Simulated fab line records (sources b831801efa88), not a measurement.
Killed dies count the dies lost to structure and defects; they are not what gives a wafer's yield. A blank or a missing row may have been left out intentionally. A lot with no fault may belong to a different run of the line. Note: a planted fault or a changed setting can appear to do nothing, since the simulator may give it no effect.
One fault seen from 2 desks / flow gf180mcu / numbers are kept per desk, each desk with only its own; the story behind them comes last

DESK OF THE TOOL OWNER: lpcvd-02
The tool's own readings at GF_POLY_GATE_CVD_00 (deposits poly-Si, target thk 200 nm, time 1200 s): means of the sampled wafers that have a number, for each lot that ran on this tool. Any lot whose mean is over 4 standard deviations away from the usual mean is out of limits and marked OUT; that distance is given in the brackets.
Columns: A = spike_tc_bottom_C at GF_POLY_GATE_CVD_00, usual 638.7 C; B = spike_tc_centre_C at GF_POLY_GATE_CVD_00, usual 620.2 C; C = spike_tc_lower_C at GF_POLY_GATE_CVD_00, usual 620.3 C; D = spike_tc_top_C at GF_POLY_GATE_CVD_00, usual 637.8 C; E = spike_tc_upper_C at GF_POLY_GATE_CVD_00, usual 619.7 C; F = susceptor_temp_C at GF_POLY_GATE_CVD_00, usual 620.02 C; G = zone_power_lower_pct at GF_POLY_GATE_CVD_00, usual 9.28 %
lot=L202; first seen here=day 8 08:55; A=640.2; B=622.4; C=619.8; D=638.3; E=620.6; F=619.72; G=9.26
lot=L204; first seen here=day 8 22:54; A=640.2; B=619.9; C=621.1; D=640.0; E=618.4; F=619.94; G=9.20
lot=L207; first seen here=day 9 21:35; A=639.2; B=619.4; C=621.6; D=638.6; E=618.3; F=620.01; G=9.18
lot=L208; first seen here=day 10 02:57; A=639.0; B=619.4; C=622.2; D=638.2; E=619.2; F=619.40; G=9.11
lot=L211; first seen here=day 11 03:25; A=650.8 (+7.5) OUT; B=630.4 (+8.5) OUT; C=629.2 (+6.8) OUT; D=647.8 (+7.1) OUT; E=629.7 (+7.7) OUT; F=629.97 (+36) OUT; G=9.67
lot=L221; first seen here=day 13 23:24; A=639.1; B=620.7; C=619.9; D=638.0; E=619.5; F=619.80; G=9.26
lot=L224; first seen here=day 14 21:50; A=640.3; B=621.2; C=619.5; D=638.4; E=619.4; F=619.85; G=9.32
This desk's verdict: out of limits on L211, starting with L211 at day 11 03:25 (spike_tc_bottom_C at GF_POLY_GATE_CVD_00). In limits: L202, L204, L207, L208, L221, L224.

FROM THE METROLOGY DESK
What the gauges read for every lot (on any tool): the sampled wafers with a number, averaged. Any lot whose mean is over 4 standard deviations away from the usual mean is out of limits and marked OUT; that distance is given in the brackets.
Columns: A = VT_IMPLANT_03_OVL at GF_VT_IMPLANT_OVL_MEAS_40, usual 0.5 nm; B = POLY_GATE_CVD_00_THK at GF_POLY_GATE_THK_MEAS_01, usual 199.7 nm; C = POLY_GATE_OVL at GF_POLY_GATE_OVL_MEAS_11, usual 0 nm; D = HV_LDD_2_TW at GF_HV_LDD_TW_MEAS_23, usual 1051
lot=L202; first seen here=day 7 11:23; A=0.5; B=197.1; C=1; D=1069
lot=L204; first seen here=day 8 01:53; A=-0.9; B=198.8; C=10; D=1049
lot=L205; first seen here=day 8 07:25; A=-0.4; B=202.5; C=2; D=1070
lot=L207; first seen here=day 8 21:23; A=-0.9; B=199.8; C=-1; D=1037
lot=L208; first seen here=day 9 03:38; A=0.4; B=198.5; C=7; D=1043
lot=L210; first seen here=day 9 17:32; A=1.2; B=202.8; C=8; D=1039
lot=L211; first seen here=day 10 02:56; A=1.1; B=251.8 (+24) OUT; C=-0; D=1068
lot=L219; first seen here=day 12 07:34; A=0.1; B=200.2; C=6; D=1043
lot=L221; first seen here=day 12 21:17; A=0.3; B=203.3; C=10; D=1045
lot=L222; first seen here=day 13 05:08; A=0.7; B=202.0; C=3; D=1044
lot=L223; first seen here=day 13 10:59; A=0.5; B=201.4; C=0; D=1069
lot=L224; first seen here=day 13 18:29; A=-1.1; B=200.9; C=-2; D=1042
lot=L225; first seen here=day 13 21:43; A=0.0; B=200.1; C=-4; D=1052
Per this desk, out of limits: L211; the first was L211, day 11 04:46 (POLY_GATE_CVD_00_THK at GF_POLY_GATE_THK_MEAS_01). In limits: L202, L204, L205, L207, L208, L210, L219, L221, L222, L223, L224, L225.

BROUGHT TOGETHER
On L211, at day 11 03:25, an alarm was possible from the tool owner's desk.
An alarm was possible from the metrology desk at day 11 04:46, on L211.
All the named lots went through GF_POLY_GATE_CVD_00 on lpcvd-02.

WHAT HAD BEEN PUT IN BY THE SIMULATOR
lpcvd-02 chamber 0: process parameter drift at GF_POLY_GATE_CVD_00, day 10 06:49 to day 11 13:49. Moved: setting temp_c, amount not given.
Shown lots that were struck: L211.
Time in hours from fault onset to the first out-of-limits reading at each desk: tool owner's desk 21, metrology desk 22.
